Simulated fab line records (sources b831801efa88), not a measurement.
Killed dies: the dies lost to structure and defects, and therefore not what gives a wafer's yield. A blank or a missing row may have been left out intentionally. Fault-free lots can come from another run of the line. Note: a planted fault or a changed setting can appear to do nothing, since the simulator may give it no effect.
A struck lot beside a sound one | flow sky130 | 15 out of 708 route steps
Sound: the wafers L194.1, L194.4, L194.6. The struck wafers were L202.1, L202.4, L202.5. At the end, the cause is stated.
Each step with rows lists, per side, the tool, then ch with its chambers, then its first start. Under that, the readings that differ: sound wafers | struck wafers | difference of the means | sigmas: that difference in standard deviations of wafers without a fault.
alike: same words and numbers on both sides, and readings whose means sit less than 2 such deviations apart. not compared: any withheld reading, any reading some wafer has no value for, any bound like >300 that may hide the same value, and any number with overlapping values for which the record gives no deviation.
A row with sigmas, a row that says differs or no value, or rows on one side alone: a step with any of these is where the two part. Numbers that don't overlap but have no deviation are shown without sigmas and don't part them. A reading missing from all wafers of one side parts the sides only when that side holds two or more wafers.

first, 2 steps without rows for these wafers: SKY_METAL5_CLEAN_18 (cleans in IPA, time 180 s); SKY_METAL5_CLEAN_19 (cleans in O3/DIW).
SKY_PASSIVATION_CVD_00: deposits SiO2, target thk 90 nm.
  sound on pecvd-03 ch 2, day 44 21:34; struck on pecvd-03 ch 0,2, day 46 14:35
  alike: heater-power-w, susceptor-temp-C
SKY_PASSIVATION_THK_MEAS_01:
  sound: film-metro-03 at day 44 21:36; struck: film-metro-04 at day 46 14:36
  alike: PASSIVATION_CVD_00_THK
SKY_PASSIVATION_CVD_02: deposits Si3N4, target thk 540 nm.
  sound on pecvd-04 ch 0,2, day 44 21:40; struck on pecvd-04 ch 0,1,2, day 46 14:40
  alike: heater-power-w, susceptor-temp-C
SKY_PASSIVATION_THK_MEAS_03:
  sound: film-metro-02 at day 44 21:53; struck: film-metro-02 at day 46 14:53
  alike: PASSIVATION_CVD_02_THK
then, 6 steps without rows for these wafers: SKY_PASSIVATION_DEHYDRATE_04 (time 60 s); SKY_PASSIVATION_HMDS_05 (prime time 60 s); SKY_PASSIVATION_COAT_06 (resist thk 3000 nm); SKY_PASSIVATION_SOFTBAKE_07; SKY_PASSIVATION_EXPOSE_08 (exposes mask NSM, target cd 3000 nm); SKY_PASSIVATION_PEB_09.
SKY_PASSIVATION_DEVELOP_10: develop time 60 s.
  sound on litho-track-03 ch 0, day 45 19:00; struck on litho-track-03 ch 0, day 47 11:00
  reading              | sound             | struck            | difference | sigmas
  developer-temp-C (C) | 23.08 23.07 23.02 | 23.92 23.94 23.83 | +0.84      | +8
SKY_PASSIVATION_ETCH_11: etches the open film in CF4/O2, stops on AlCu, target depth 725 nm, time 161.1 s.
  sound on rie-diel-01 ch 0,1, day 45 19:25; struck on rie-diel-02 ch 1,2, day 47 11:10
  alike: bias-w, drypump-motor-current-A, oes-product-au, throttle-valve-pct
  not compared: rf-hours-counter-h
SKY_PAD_OPEN_PROBE_99:
  rows exist in the record for the sound wafers here (prober-01, day 46 18:14), none for the struck ones

== WHERE THEY PART ==
First at SKY_PASSIVATION_DEVELOP_10; last, within this record, at SKY_PAD_OPEN_PROBE_99.

WHY: the cause the simulator had injected
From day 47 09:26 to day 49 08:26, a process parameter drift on litho-track-03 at SKY_PASSIVATION_DEVELOP_10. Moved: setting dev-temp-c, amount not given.
